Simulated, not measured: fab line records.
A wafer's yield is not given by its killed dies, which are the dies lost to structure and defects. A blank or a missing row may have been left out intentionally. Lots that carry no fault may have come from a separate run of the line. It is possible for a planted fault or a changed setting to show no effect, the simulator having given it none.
fab line records	flow gf180mcu	part 1 of 2: steps 1 to 33 of 47
[record] lots = 5	wafers = 15	last_day = 34
route steps=602 shown STI@14 DNWELL@32 NWELL@42 LVPWELL@54
lots that met no fault: taken from a fault-free run of the same line
start_h: hours from the record's first day to the start of the lot's first wafer shown	wait_h: time in hours since the lot's previous step	" the same as in the row above	L1.1+2: a row that stands for several wafers	- no value, or no start given	* or withheld: withheld	< > ~ a bound
route shown NAME@n: names a module that has steps shown in the file, with the first one's number in the route	usual: mean/standard deviation of fault-free wafers	same: alike in all rows	chamber/n: place in a boat	sites: each site's reading	_std_site: the standard deviation of these	_edge_site: the outer-site mean with the inner-site mean subtracted	radius_mm: how far each site lies from the wafer's centre	mask NAME#n: copy n	behind: the most recent tool/chamber to have shaped the wafer	hold: what put the lot on hold/how long, in hours/how the hold closed	device: which transistor (n, p or np) failed to switch	end of line: at the end of the route, the tests of the same wafers	a step given without rows: its recipe and nothing more	killed: the dies lost at the first sort to structure and to defects; this is not the yield of the wafer	map: per-die view of a wafer (x killed, . not killed, _ where there is no die)
set.NAME: the setting the step ran with; set.NAME@STEP: the setting that earlier step ran with	model.NAME: the simulator's own value behind a step, which no gauge read
lots seen at some steps along the route; tables by step, rows by wafer
services: the hour from which a tool's chamber was out of use, counted from the record's first day as start_h (under 0 if before that day), plus the number of hours and why
[[steps]]
[step GF_STI_ETCH_13]
[recipe] chemistry = CHF3/O2	stop_on = Si	over_etch_frac = 0.3	target_depth_a = 2823.1	source_w = 600	bias_w = 200	pressure_mtorr = 40	chf3_flow_sccm = 50	O2_flow_sccm = 5	time_s = 112.9
[usual] drypump_motor_current_A = 5.58/0.3	oes_product_au = 0.833/0.0071	throttle_valve_pct = 8.810/0.0091
lot.wafer	tool	chamber	start_h	wait_h	drypump_motor_current_A	oes_product_au	rf_hours_counter_h	throttle_valve_pct
L075.1	rie_diel-03	3	31.19	0.1	5.94	0.846	0	8.817
L075.3	"	0	"	"	5.54	0.856	154	8.805
L075.5	"	1	"	"	5.43	0.849	-	8.795
L079.2	rie_diel-03	3	51.04	0.1	5.90	0.838	1	8.827
L079.4	"	1	"	"	5.42	0.827	57	8.812
L079.6	"	0	"	"	5.59	0.832	-	8.803
L084.1	rie_diel-02	1	78.09	0.1	6.07	0.828	158	8.814
L084.2	"	3	"	"	5.64	0.826	15	8.813
L084.4	"	3	"	"	5.63	0.824	-	8.799
L093.1	rie_diel-04	3	124.78	0.1	5.86	0.838	146	8.804
L093.4	"	2	"	"	5.12	0.836	143	8.819
L093.6	"	1	"	"	5.32	0.830	-	8.817
L097.4	rie_diel-03	1	147.49	0.0	5.43	0.824	60	8.808
L097.5	"	1	"	"	5.43	0.840	-	8.810
L097.6	"	0	"	"	5.57	0.840	-	8.819
[step GF_STI_ETCH_14]
[recipe] target = Si	chemistry = HBr/Cl2/O2	target_depth_nm = 360	icp_w = 600	bias_w = 150	pressure_mtorr = 15	HBr_flow_sccm = 150	Cl2_flow_sccm = 40	O2_flow_sccm = 6	time_s = 102.9
[usual] drypump_motor_current_A = 5.8/0.38	oes_product_au = 1.007/0.011	throttle_valve_pct = 25.653/0.011
lot.wafer	tool	chamber	start_h	wait_h	drypump_motor_current_A	oes_product_au	rf_hours_counter_h	throttle_valve_pct
L075.1	rie_si-02	2	31.27	0.0	5.9	1.006	159	25.653
L075.3	"	0	"	"	5.7	1.016	57	25.663
L075.5	"	0	"	"	5.7	1.013	-	25.646
L079.2	rie_si-01	1	51.12	0.0	6.1	1.020	19	25.645
L079.4	"	0	"	"	5.0	1.013	69	25.654
L079.6	"	3	"	"	6.0	0.995	-	25.668
L084.1	rie_si-02	2	78.17	0.0	5.9	1.019	0	25.647
L084.2	"	1	"	"	6.3	1.015	2	25.646
L084.4	"	0	"	"	5.7	1.006	58	25.641
L093.1	rie_si-01	3	124.86	0.0	6.0	0.990	97	25.665
L093.4	"	1	"	"	6.1	1.018	19	25.654
L093.6	"	2	"	"	5.5	0.997	-	25.670
L097.4	rie_si-01	1	147.57	0.0	6.1	1.020	20	25.653
L097.5	"	3	"	"	6.0	0.996	-	25.666
L097.6	"	2	"	"	5.5	0.997	-	25.649
[step GF_STI_STRIP_15]
[recipe] chemistry = O2/N2	power_w = 1400	pressure_mtorr = 1500	platen_temp_c = 250	o2_flow_sccm = 3000	n2_flow_sccm = 300	overash_fraction = 0.5
[usual] drypump_motor_current_A = 5.72/0.29	heater_power_w = 341/30	oes_product_au = 0.384/0.0049	strip_time_to_endpoint_s = 3.74/0.046
lot.wafer	tool	chamber	start_h	wait_h	drypump_motor_current_A	heater_power_w	oes_product_au	rf_hours_counter_h	strip_time_to_endpoint_s
L075.1	plasma_asher-03	0	31.35	0.0	5.89	304	0.384	32	3.79
L075.3	"	1	"	"	5.97	359	0.389	-	3.77
L075.5	"	0	"	"	5.91	303	0.392	-	3.68
L079.2	plasma_asher-03	1	51.19	0.0	5.99	356	0.387	34	3.73
L079.4	"	1	"	"	5.99	371	0.387	-	3.71
L079.6	"	1	"	"	6.02	358	0.391	-	3.82
L084.1	plasma_asher-03	1	78.24	0.0	5.96	355	0.386	37	3.70
L084.2	"	0	"	"	5.92	300	0.389	37	3.72
L084.4	"	1	"	"	5.97	366	0.391	-	3.70
L093.1	plasma_asher-03	1	124.94	0.0	5.98	361	0.381	42	3.70
L093.4	"	0	"	"	5.92	306	0.384	-	3.71
L093.6	"	0	"	"	5.92	302	0.379	-	3.72
L097.4	plasma_asher-03	1	147.68	0.1	5.96	360	0.380	-	3.68
L097.5	"	0	"	"	5.90	304	0.384	-	3.77
L097.6	"	1	"	"	5.98	355	0.389	-	3.78
[step GF_STI_CLEAN_16]
[recipe] chemistry = dHF	time_s = 25	dilution = 100:1
lot.wafer	tool	chamber	start_h	wait_h
L075.1+3+5	wet_bench-02	0	31.45	0.1
L079.2+4+6	wet_bench-02	0	51.29	0.1
L084.1+2+4	wet_bench-02	1	78.34	0.1
L093.1+4+6	wet_bench-04	0	125.04	0.1
L097.4+5+6	wet_bench-02	2	147.75	0.0
[step GF_STI_WET_ETCH_17]
[recipe] chemistry = H3PO4	target_depth_nm = 45	temp_c = 160	target = Si3N4	time_s = 514
lot.wafer	tool	chamber	start_h	wait_h
L075.1+3+5	wet_bench-01	1	31.46	0.0
L079.2+4+6	wet_bench-01	1	51.30	0.0
L084.1+2+4	wet_bench-01	1	78.36	0.0
L093.1+4+6	wet_bench-02	0	125.05	0.0
L097.4+5+6	wet_bench-01	0	147.76	0.0
[step GF_STI_CLEAN_18]
[recipe] chemistry = SC1/SC2	mix = 1:4:20	temp_c = 70	time_s = 150
lot.wafer	tool	chamber	start_h	wait_h
L075.1+3+5	wet_bench-04	3	31.61	0.0
L079.2+4+6	wet_bench-04	2	51.46	0.0
L084.1+2+4	wet_bench-02	2	78.51	0.0
L093.1+4+6	wet_bench-02	1	125.22	0.0
L097.4+5+6	wet_bench-02	3	147.93	0.0
[step GF_STI_CLEAN_19]
[recipe] chemistry = dHF	time_s = 20	dilution = 100:1
lot.wafer	tool	chamber	start_h	wait_h
L075.1+3+5	wet_bench-02	3	31.66	0.0
L079.2+4+6	wet_bench-02	0	51.51	0.0
L084.1+2+4	wet_bench-02	0	78.56	0.0
L093.1+4+6	wet_bench-02	0	125.27	0.0
L097.4+5+6	wet_bench-01	3	147.98	0.0
[step GF_STI_WET_ETCH_20]
[recipe] chemistry = dHF	dilution = 100:1	target_depth_nm = 20	temp_c = 25	dry = ipa_marangoni	target = SiO2	time_s = 400
lot.wafer	tool	chamber	start_h	wait_h
L075.1+3+5	wet_bench-01	3	31.68	0.0
L079.2+4+6	wet_bench-01	3	51.52	0.0
L084.1+2+4	wet_bench-02	3	78.57	0.0
L093.1+4+6	wet_bench-01	3	125.29	0.0
L097.4+5+6	wet_bench-04	2	148.00	0.0
[step GF_STI_OXIDATION_21]
[recipe] temp_c = 1000	ambient = O2	stabilise_s = 600	purge_s = 300	target_thk_a = 150	ox_time_s = 458
lot.wafer	tool	chamber	start_h	wait_h
L075.1+3+5	furnace-02	0	31.80	0.0
L079.2+4+6	furnace-02	0	51.64	0.0
L084.1+2+4	furnace-01	0	79.55	0.9
L093.1+4+6	furnace-01	0	131.53	6.1
L097.4+5+6	furnace-01	0	150.79	2.7
[step GF_STI_THK_MEAS_22]
[recipe] reads = SiO2_of_STI_OXIDATION_21
[usual] STI_OXIDATION_01_THK = 15.1/0.31
lot.wafer	tool	chamber	start_h	wait_h	STI_OXIDATION_01_THK[nm]
L075.1	film_metro-02	-	32.92	0.0	15.1
L075.3	"	-	"	"	15.2
L075.5	"	-	"	"	15.2
L079.2	film_metro-02	-	52.78	0.0	15.2
L079.4	"	-	"	"	15.0
L079.6	"	-	"	"	14.8
L084.1	film_metro-02	-	80.68	0.0	15.4
L084.2	"	-	"	"	14.9
L084.4	"	-	"	"	14.9
L093.1	film_metro-03	-	132.66	0.0	15.1
L093.4	"	-	"	"	15.1
L093.6	"	-	"	"	15.3
L097.4	film_metro-02	-	151.94	0.0	15.6
L097.5	"	-	"	"	15.7
L097.6	"	-	"	"	15.5
[step GF_STI_CVD_23]
[recipe] material = SiO2	target_thk_nm = 650	sigma_open_frac = 0.3	time_s = 108.3	temp_c = 600	sih4_flow_sccm = 60	pressure_mtorr = 6
[usual] susceptor_temp_C = 600.01/0.26
lot.wafer	tool	chamber	start_h	wait_h	susceptor_temp_C
L075.1	hdpcvd-02	1	32.98	0.1	600.22
L075.3	"	2	"	"	600.12
L075.5	"	1	"	"	600.22
L079.2	hdpcvd-01	0	52.83	0.0	600.09
L079.4	"	0	"	"	600.12
L079.6	"	1	"	"	599.67
L084.1	hdpcvd-01	0	80.76	0.1	599.39
L084.2	"	2	"	"	599.70
L084.4	"	1	"	"	599.78
L093.1	hdpcvd-02	2	132.72	0.1	600.22
L093.4	"	1	"	"	599.96
L093.6	"	0	"	"	600.09
L097.4	hdpcvd-01	2	152.01	0.1	600.37
L097.5	"	1	"	"	599.72
L097.6	"	0	"	"	600.08
[step GF_STI_THK_MEAS_24]
[recipe] reads = SiO2_of_STI_CVD_23
[usual] STI_CVD_23_THK = 650/7.5
lot.wafer	tool	chamber	start_h	wait_h	STI_CVD_23_THK[nm]
L075.1	film_metro-03	-	33.06	0.0	652
L075.3	"	-	"	"	646
L075.5	"	-	"	"	655
L079.2	film_metro-03	-	52.91	0.0	645
L079.4	"	-	"	"	644
L079.6	"	-	"	"	653
L084.1	film_metro-03	-	80.83	0.0	649
L084.2	"	-	"	"	646
L084.4	"	-	"	"	654
L093.1	film_metro-02	-	132.79	0.0	643
L093.4	"	-	"	"	650
L093.6	"	-	"	"	657
L097.4	film_metro-04	-	152.08	0.0	637
L097.5	"	-	"	"	647
L097.6	"	-	"	"	630
[step GF_STI_CMP_25]
[recipe] stop_on = Si3N4	t_overpolish_s = 33	down_force_psi = 4	platen_rpm = 60	target_thk_nm = 524.6	pad_velocity_m_s = 0.94248
[usual] motor_current_A = 11.5/0.92	overpolish_run_s = 33.000/0.01	platen_rpm = 60.00/0.045	time_to_endpoint_s = 122/4.6
lot.wafer	tool	chamber	start_h	wait_h	motor_current_A	overpolish_run_s	platen_rpm	time_to_endpoint_s
L075.1	cmp-01	3	33.17	0.1	10.9	33.001	60.00	123
L075.3	"	1	"	"	12.5	33.002	60.05	121
L075.5	"	2	"	"	12.0	33.004	60.02	124
L079.2	cmp-02	0	53.06	0.1	11.4	33.005	60.01	123
L079.4	"	1	"	"	12.6	32.996	59.97	130
L079.6	"	2	"	"	10.3	33.027	60.00	126
L084.1	cmp-01	3	80.89	0.1	11.2	33.009	60.06	120
L084.4	"	0	"	"	11.1	33.008	59.95	120
L084.2	"	1	"	"	12.4	32.996	59.89	121
L093.4	cmp-02	0	132.90	0.1	11.2	32.992	60.03	124
L093.1	"	2	"	"	10.4	32.995	59.98	125
L093.6	"	0	"	"	11.9	33.007	59.95	125
L097.4	cmp-01	3	152.11	0.0	11.0	33.006	60.01	117
L097.5	"	3	"	"	10.4	33.001	60.01	117
L097.6	"	0	"	"	11.1	32.997	60.00	109
[step GF_STI_WET_ETCH_26]
[recipe] chemistry = dHF	target_depth_nm = 94	target = SiO2	temp_c = 25	dilution = 10:1	time_s = 188
lot.wafer	tool	chamber	start_h	wait_h
L075.1+3+5	wet_bench-02	0	33.42	0.2
L079.2+4+6	wet_bench-04	3	53.26	0.1
L084.1+2+4	wet_bench-01	1	81.19	0.2
L093.1+4+6	wet_bench-04	2	133.15	0.1
L097.4+5+6	wet_bench-02	1	152.41	0.2
[step GF_STI_WET_ETCH_27]
[recipe] chemistry = H3PO4	target_depth_nm = 160	target = Si3N4	temp_c = 160	time_s = 1825
lot.wafer	tool	chamber	start_h	wait_h
L075.1+3+5	wet_bench-01	2	33.48	0.0
L079.2+4+6	wet_bench-01	2	53.32	0.0
L084.1+2+4	wet_bench-02	2	81.25	0.0
L093.1+4+6	wet_bench-01	3	133.22	0.0
L097.4+5+6	wet_bench-04	2	152.48	0.0
[step GF_STI_WET_ETCH_28]
[recipe] chemistry = dHF	target_depth_nm = 20	dry = ipa_marangoni	target = SiO2	temp_c = 25	dilution = 10:1	time_s = 40
lot.wafer	tool	chamber	start_h	wait_h
L075.1+3+5	wet_bench-02	2	34.00	0.0
L079.2+4+6	wet_bench-04	3	53.84	0.0
L084.1+2+4	wet_bench-04	3	81.77	0.0
L093.1+4+6	wet_bench-02	0	133.83	0.0
L097.4+5+6	wet_bench-01	0	152.99	0.0
[step GF_STI_OXIDATION_29]
[recipe] temp_c = 900	ambient = O2	stabilise_s = 600	purge_s = 300	target_thk_a = 100	ox_time_s = 1418
lot.wafer	tool	chamber	start_h	wait_h
L075.1+3+5	furnace-02	0	34.02	0.0
L079.2+4+6	furnace-01	0	54.08	0.2
L084.1+2+4	furnace-01	0	86.57	4.8
L093.1+4+6	furnace-01	0	136.62	2.8
L097.4+5+6	furnace-01	0	154.86	1.8
[step GF_STI_THK_MEAS_30]
[recipe] reads = SiO2_of_STI_OXIDATION_29
[usual] STI_OXIDATION_02_THK = 10.09/0.15
lot.wafer	tool	chamber	start_h	wait_h	STI_OXIDATION_02_THK[nm]
L075.1	film_metro-02	-	35.41	0.0	9.91
L075.3	"	-	"	"	10.10
L075.5	"	-	"	"	10.16
L079.2	film_metro-03	-	55.49	0.0	10.12
L079.4	"	-	"	"	10.12
L079.6	"	-	"	"	10.14
L084.1	film_metro-03	-	87.96	0.0	10.19
L084.2	"	-	"	"	10.19
L084.4	"	-	"	"	10.17
L093.1	film_metro-04	-	138.02	0.0	10.02
L093.4	"	-	"	"	10.17
L093.6	"	-	"	"	9.82
L097.4	film_metro-04	-	156.29	0.0	10.08
L097.5	"	-	"	"	10.13
L097.6	"	-	"	"	10.22
[step GF_DNWELL_DEHYDRATE_00]
[recipe] temp_c = 200	time_s = 60
lot.wafer	tool	chamber	start_h	wait_h
L075.1+3+5	litho_track-02	0	41.22	5.8
L079.2+4+6	litho_track-03	0	61.24	5.7
L084.1+2+4	litho_track-03	0	94.32	6.3
L093.1+4+6	litho_track-01	0	144.46	6.4
L097.4+5+6	litho_track-01	0	163.74	7.4
[step GF_DNWELL_HMDS_01]
[recipe] prime_time_s = 60	prime_temp_c = 120
lot.wafer	tool	chamber	start_h	wait_h
L075.1+3+5	litho_track-02	0	41.37	0.1
L079.2+4+6	litho_track-03	0	61.39	0.1
L084.1+2+4	litho_track-03	0	94.47	0.1
L093.1+4+6	litho_track-01	0	144.61	0.1
L097.4+5+6	litho_track-01	0	163.89	0.1
[step GF_DNWELL_COAT_02]
[recipe] spin_rpm = 2000	resist_thk_nm = 3000
[usual] spin_speed_rpm = 1999.9/1.7
lot.wafer	tool	chamber	start_h	wait_h	spin_speed_rpm
L075.1	litho_track-02	0	41.52	0.1	1999.2
L075.3	"	0	"	"	2000.1
L075.5	"	0	"	"	1997.3
L079.2	litho_track-03	0	61.54	0.1	2003.2
L079.4	"	0	"	"	1997.4
L079.6	"	0	"	"	1999.8
L084.1	litho_track-03	0	94.62	0.1	1999.1
L084.2	"	0	"	"	2000.4
L084.4	"	0	"	"	1999.5
L093.1	litho_track-01	0	144.76	0.1	1999.5
L093.4	"	0	"	"	2000.1
L093.6	"	0	"	"	2001.4
L097.4	litho_track-01	0	164.04	0.1	1998.8
L097.5	"	0	"	"	1997.7
L097.6	"	0	"	"	1998.7
[step GF_DNWELL_SOFTBAKE_03]
[recipe] temp_c = 110	time_s = withheld
lot.wafer	tool	chamber	start_h	wait_h
L075.1+3+5	litho_track-02	0	41.67	0.1
L079.2+4+6	litho_track-03	0	61.70	0.1
L084.1+2+4	litho_track-03	0	94.77	0.1
L093.1+4+6	litho_track-01	0	144.91	0.1
L097.4+5+6	litho_track-01	0	164.21	0.1
[step GF_DNWELL_EXPOSE_04]
[recipe] mask_id = DNWELL	target_cd_nm = 1700	na = 0.6	source_shape = conventional	sigma_outer = 0.6	dose_mj = 260
lot.wafer	tool	chamber	start_h	wait_h	mask
L075.1+3+5	iline_stepper-01	0	-	-	DNWELL#0
L079.2+4+6	iline_stepper-01	0	-	-	DNWELL#0
L084.1+2+4	iline_stepper-02	0	-	-	DNWELL#0
L093.1+4+6	iline_stepper-01	0	-	-	DNWELL#0
L097.4+5+6	iline_stepper-02	0	-	-	DNWELL#0
[step GF_DNWELL_PEB_05]
[recipe] temp_c = 115	time_s = withheld
lot.wafer	tool	chamber	start_h	wait_h
L075.1+3+5	litho_track-02	0	-	-
L079.2+4+6	litho_track-01	0	-	-
L084.1+2+4	litho_track-03	0	-	-
L093.1+4+6	litho_track-01	0	-	-
L097.4+5+6	litho_track-02	0	-	-
[step GF_DNWELL_DEVELOP_06]
[recipe] wall_angle_deg = 90	develop_time_s = 60	dev_temp_c = 23
lot.wafer	tool	chamber	start_h	wait_h
L075.1+3+5	litho_track-02	0	-	-
L079.2+4+6	litho_track-01	0	-	-
L084.1+2+4	litho_track-03	0	-	-
L093.1+4+6	litho_track-01	0	-	-
L097.4+5+6	litho_track-02	0	-	-
[step GF_DNWELL_IMPLANT_07]
[recipe] species = P	energy_kev = 1500	dose_cm2 = 1e+13	tilt_deg = 0
lot.wafer	tool	chamber	start_h	wait_h
L075.1+3+5	implanter-04	0	47.67	-
L079.2+4+6	implanter-03	0	68.39	-
L084.1+2+4	implanter-03	0	101.62	-
L093.1+4+6	implanter-03	0	152.86	-
L097.4+5+6	implanter-04	0	172.09	-
[step GF_DNWELL_STRIP_08]
[recipe] chemistry = O2/N2	power_w = 1400	pressure_mtorr = 1500	platen_temp_c = 250	o2_flow_sccm = 3000	n2_flow_sccm = 300	overash_fraction = 0.5
[usual] drypump_motor_current_A = 5.4/0.35	heater_power_w = 343/28	oes_product_au = 0.722/0.0043	strip_time_to_endpoint_s = 37.02/0.12
lot.wafer	tool	chamber	start_h	wait_h	drypump_motor_current_A	heater_power_w	oes_product_au	rf_hours_counter_h	strip_time_to_endpoint_s
L075.1	plasma_asher-01	1	47.82	0.1	5.2	329	0.732	42	36.97
L075.3	"	1	"	"	5.2	333	0.716	-	36.99
L075.5	"	0	"	"	5.7	374	0.729	-	37.11
L079.2	plasma_asher-04	1	68.52	0.1	5.2	375	0.723	42	36.89
L079.4	"	0	"	"	5.7	305	0.722	-	36.84
L079.6	"	0	"	"	5.7	309	0.721	-	36.94
L084.1	plasma_asher-02	0	101.77	0.1	4.8	311	0.721	30	36.76
L084.2	"	1	"	"	5.6	352	0.724	30	36.89
L084.4	"	0	"	"	4.8	314	0.724	-	36.87
L093.1	plasma_asher-02	1	153.01	0.1	5.6	346	0.728	36	37.29
L093.4	"	0	"	"	4.8	314	0.720	-	37.15
L093.6	"	1	"	"	5.6	339	0.722	-	37.21
L097.4	plasma_asher-02	0	172.20	0.1	4.8	309	0.722	-	37.06
L097.5	"	1	"	"	5.6	346	0.722	-	37.15
L097.6	"	0	"	"	4.8	311	0.715	-	37.06
[step GF_DNWELL_TW_MEAS_09]
[usual] DNWELL_TW = 1356/7.1
lot.wafer	tool	chamber	start_h	wait_h	DNWELL_TW
L075.1	film_metro-04	-	47.92	0.1	1369
L075.3	"	-	"	"	1361
L075.5	"	-	"	"	1366
L079.2	film_metro-04	-	68.65	0.1	1354
L079.4	"	-	"	"	1350
L079.6	"	-	"	"	1354
L084.1	film_metro-01	-	101.87	0.1	1351
L084.2	"	-	"	"	1354
L084.4	"	-	"	"	1348
L093.1	film_metro-04	-	153.11	0.1	1359
L093.4	"	-	"	"	1354
L093.6	"	-	"	"	1358
L097.4	film_metro-02	-	172.30	0.1	1360
L097.5	"	-	"	"	1359
L097.6	"	-	"	"	1357
[step GF_NWELL_DEHYDRATE_00]
[recipe] temp_c = 200	time_s = 60
lot.wafer	tool	chamber	start_h	wait_h
L075.1+3+5	litho_track-03	0	53.67	5.7
L079.2+4+6	litho_track-02	0	74.44	5.8
L084.1+2+4	litho_track-02	0	108.07	6.2
L093.1+4+6	litho_track-04	0	159.67	6.5
L097.4+5+6	litho_track-02	0	179.84	7.5
[step GF_NWELL_HMDS_01]
[recipe] prime_time_s = 60	prime_temp_c = 120
lot.wafer	tool	chamber	start_h	wait_h
L075.1+3+5	litho_track-03	0	53.82	0.1
L079.2+4+6	litho_track-02	0	74.59	0.1
L084.1+2+4	litho_track-02	0	108.22	0.1
L093.1+4+6	litho_track-04	0	159.82	0.1
L097.4+5+6	litho_track-02	0	179.99	0.1
[step GF_NWELL_COAT_02]
[recipe] spin_rpm = 2000	resist_thk_nm = 3000
[usual] spin_speed_rpm = 1999.7/1.6
lot.wafer	tool	chamber	start_h	wait_h	spin_speed_rpm
L075.1	litho_track-03	0	53.97	0.1	2001.3
L075.3	"	0	"	"	2001.3
L075.5	"	0	"	"	1999.9
L079.2	litho_track-02	0	74.74	0.1	2000.6
L079.4	"	0	"	"	1998.9
L079.6	"	0	"	"	1997.3
L084.1	litho_track-02	0	108.37	0.1	1999.0
L084.2	"	0	"	"	1998.2
L084.4	"	0	"	"	1998.3
L093.1	litho_track-04	0	159.97	0.1	1999.6
L093.4	"	0	"	"	1998.9
L093.6	"	0	"	"	1998.3
L097.4	litho_track-02	0	180.14	0.1	2000.7
L097.5	"	0	"	"	2002.1
L097.6	"	0	"	"	2000.3
[step GF_NWELL_SOFTBAKE_03]
[recipe] temp_c = 110	time_s = withheld
lot.wafer	tool	chamber	start_h	wait_h
L075.1+3+5	litho_track-03	0	54.12	0.1
L079.2+4+6	litho_track-02	0	74.90	0.1
L084.1+2+4	litho_track-02	0	108.52	0.1
L093.1+4+6	litho_track-04	0	160.12	0.1
L097.4+5+6	litho_track-02	0	180.32	0.1
[step GF_NWELL_EXPOSE_04]
[recipe] mask_id = Nwell	target_cd_nm = 860	na = 0.6	source_shape = conventional	sigma_outer = 0.6	dose_mj = 260
lot.wafer	tool	chamber	start_h	wait_h	mask
L075.1+3+5	iline_stepper-01	0	-	-	Nwell#0
L079.2+4+6	iline_stepper-02	0	-	-	Nwell#0
L084.1+2+4	iline_stepper-01	0	-	-	Nwell#0
L093.1+4+6	iline_stepper-01	0	-	-	Nwell#0
L097.4+5+6	iline_stepper-02	0	-	-	Nwell#0
